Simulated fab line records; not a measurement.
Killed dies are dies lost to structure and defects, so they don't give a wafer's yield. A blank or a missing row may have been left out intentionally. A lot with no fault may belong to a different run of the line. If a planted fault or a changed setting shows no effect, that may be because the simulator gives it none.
Matching of chambers :: flow sky130 :: cmp-01 running SKY_VIA2_CMP_24: 4 sister chambers
The step polishes, stops on SiO2, t overpolish 20 s, target thk 0 nm. 8 wafers are shown with their chamber, then 12 later ones without.

WAFERS, EACH WITH ITS CHAMBER
wafer: L087.2
chamber: 1
motor-current-A (A): 9.6
overpolish-run-s (s): 20.008

wafer: L087.5
chamber: 2
motor-current-A (A): 12.5
overpolish-run-s (s): 20.009

wafer: L089.2
chamber: 1
motor-current-A (A): 9.7
overpolish-run-s (s): 20.009

wafer: L089.5
chamber: 0
motor-current-A (A): 12.0
overpolish-run-s (s): 19.987

wafer: L089.6
chamber: 3
motor-current-A (A): 10.1
overpolish-run-s (s): 20.005

wafer: L092.3
chamber: 3
motor-current-A (A): 10.6
overpolish-run-s (s): 19.999

wafer: L092.4
chamber: 2
motor-current-A (A): 12.2
overpolish-run-s (s): 20.004

wafer: L092.5
chamber: 0
motor-current-A (A): 11.5
overpolish-run-s (s): 20.002

WAFERS WITH NO CHAMBER GIVEN
wafer: L091.1
motor-current-A (A): 10.9
overpolish-run-s (s): 20.003

wafer: L091.3
motor-current-A (A): 10.1
overpolish-run-s (s): 20.010

wafer: L091.5
motor-current-A (A): 11.7
overpolish-run-s (s): 19.993

wafer: L093.2
motor-current-A (A): 10.0
overpolish-run-s (s): 20.006

wafer: L093.3
motor-current-A (A): 10.1
overpolish-run-s (s): 19.992

wafer: L093.4
motor-current-A (A): 11.7
overpolish-run-s (s): 19.993

wafer: L095.3
motor-current-A (A): 12.9
overpolish-run-s (s): 19.996

wafer: L095.4
motor-current-A (A): 11.4
overpolish-run-s (s): 20.002

wafer: L095.5
motor-current-A (A): 9.9
overpolish-run-s (s): 20.002

wafer: L096.1
motor-current-A (A): 12.7
overpolish-run-s (s): 19.996

wafer: L096.3
motor-current-A (A): 11.9
overpolish-run-s (s): 19.987

wafer: L096.5
motor-current-A (A): 10.0
overpolish-run-s (s): 19.999

CHAMBER TAKEN BY EACH
wafer: L091.1
from the rows above: can't be placed: 3 or 0
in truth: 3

wafer: L091.3
from the rows above: can't be placed: 3 or 1
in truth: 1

wafer: L091.5
from the rows above: 0
in truth: 0

wafer: L093.2
from the rows above: can't be placed: 1 or 3
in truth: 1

wafer: L093.3
from the rows above: can't be placed: 3 or 1
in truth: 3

wafer: L093.4
from the rows above: 0
in truth: 0

wafer: L095.3
from the rows above: can't be placed: 2 or 0
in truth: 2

wafer: L095.4
from the rows above: can't be placed: 0 or 2
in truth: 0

wafer: L095.5
from the rows above: can't be placed: 1 or 3
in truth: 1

wafer: L096.1
from the rows above: can't be placed: 2 or 0
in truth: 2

wafer: L096.3
from the rows above: 0
in truth: 0

wafer: L096.5
from the rows above: can't be placed: 3 or 1
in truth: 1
Correctly placed: 3 of 12. Not placeable from these rows: 9 (in 9, the candidates include the true chamber). Number placed wrongly: 0.
How it was worked out, from the rows above alone: a wafer's distance from a chamber is the root of the sum, over the readings, of the square of ((its reading less the chamber's mean) divided by the reading's scatter). The wafer belongs to the nearest chamber; if the next one is less than 2 further off, it can't be placed. A chamber's mean is the mean of its shown wafers. The scatter: take each reading less its chamber's mean, square it, sum over the shown wafers, divide by the number of wafers less the number of chambers, and take the root.
